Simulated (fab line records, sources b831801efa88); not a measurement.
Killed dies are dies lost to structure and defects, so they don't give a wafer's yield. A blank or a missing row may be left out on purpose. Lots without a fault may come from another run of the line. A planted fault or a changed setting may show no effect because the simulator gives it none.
One fault seen from 2 desks | flow sky130 | each desk has only its own numbers; what lay behind them comes last

THE TOOL OWNER'S DESK: furnace-02
The tool's own readings at SKY_SONOS_ONO_OXIDATION_00 (stabilise 600 s, purge 300 s, target thk 2.6 nm): means of the sampled wafers that have a number, for each lot that ran on this tool. A lot is out of limits, marked OUT, if its mean lies more than 4 standard deviations from the usual mean; the brackets give that distance. Of its 9 readings 7 are shown: the one that was out of limits first, and those that lie furthest out on some lot.
Columns: A = spike_tc_bottom_C at SKY_SONOS_ONO_OXIDATION_00, usual 817.7 C; B = spike_tc_centre_C at SKY_SONOS_ONO_OXIDATION_00, usual 800.7 C; C = spike_tc_lower_C at SKY_SONOS_ONO_OXIDATION_00, usual 800.4 C; D = spike_tc_upper_C at SKY_SONOS_ONO_OXIDATION_00, usual 800.1 C; E = tube_center_temp_C at SKY_SONOS_ONO_OXIDATION_00, usual 800 C; F = tube_center_temp_C_max at SKY_SONOS_ONO_OXIDATION_00, usual 802.1; G = zone_power_centre_pct at SKY_SONOS_ONO_OXIDATION_00, usual 14.82 %
lot  | first seen here | A     | B                | C                | D                | E                     | F               | G
L586 | day 11 12:13    | 821.6 | 800.3            | 799.5            | 799.1            | 800                   | 801.9           | 14.93
L589 | day 12 06:48    | 820.8 | 799.9            | 800.0            | 798.4            | 800                   | 801.8           | 14.90
L594 | day 14 04:40    | 820.9 | 800.7            | 799.8            | 799.2            | 800                   | 801.7           | 14.71
L595 | day 14 07:59    | 809.7 | 789.8 (-9.9) OUT | 787.7 (-9.8) OUT | 787.3 (-9.8) OUT | 788 (-99 or more) OUT | 790.3 (-31) OUT | 14.45
L598 | day 15 12:20    | 809.8 | 788.8 (-11) OUT  | 787.2 (-10) OUT  | 786.5 (-10) OUT  | 788 (-99 or more) OUT | 790.4 (-31) OUT | 14.38
This desk's finding: out of limits on L595, L598; first on L595, day 14 07:59 (spike_tc_centre_C at SKY_SONOS_ONO_OXIDATION_00). In limits: L586, L589, L594.

THE METROLOGY DESK
What the gauges read, lot by lot, whatever tool the lot ran on: means of the sampled wafers that have a number. A lot is out of limits, marked OUT, if its mean lies more than 4 standard deviations from the usual mean; the brackets give that distance.
Columns: A = VT_ADJUST_LVTN_2_TW at SKY_VT_ADJUST_LVTN_TW_MEAS_21, usual 188.8; B = SONOS_ONO_OXIDATION_THK at SKY_SONOS_ONO_THK_MEAS_01, usual 2.56 nm
lot  | first seen here | A     | B
L586 | day 7 18:52     | 187.6 | 2.43
L588 | day 8 02:09     | 186.6 | 2.62
L589 | day 8 10:33     | 189.5 | 2.62
L594 | day 10 02:14    | 188.4 | 2.53
L595 | day 10 06:07    | 190.5 | 2.17 (-5.8) OUT
L598 | day 11 05:20    | 187.7 | 2.12 (-6.6) OUT
L599 | day 11 11:19    | 190.4 | 2.51
L602 | day 12 05:50    | 186.3 | 2.60
L603 | day 12 13:25    | 189.3 | 2.58
L607 | day 13 19:49    | 189.4 | 2.59
This desk's finding: out of limits on L595, L598; first on L595, day 14 09:19 (SONOS_ONO_OXIDATION_THK at SKY_SONOS_ONO_THK_MEAS_01). In limits: L586, L588, L589, L594, L599, L602, L603, L607.

PUT TOGETHER
The tool owner's desk could have raised an alarm at day 14 07:59, on L595, L598.
The metrology desk could have raised an alarm at day 14 09:19, on L595, L598.
Of the lots named, all ran SKY_SONOS_ONO_OXIDATION_00 on furnace-02.

WHAT THE SIMULATOR HAD PUT IN
Process parameter drift: furnace-02, from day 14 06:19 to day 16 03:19, at SKY_SONOS_ONO_OXIDATION_00. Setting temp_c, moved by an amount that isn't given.
Lots struck among those shown: L595, L598.
Hours from the fault's start to each desk's first reading out of limits: the tool owner's desk, 2; the metrology desk, 3.
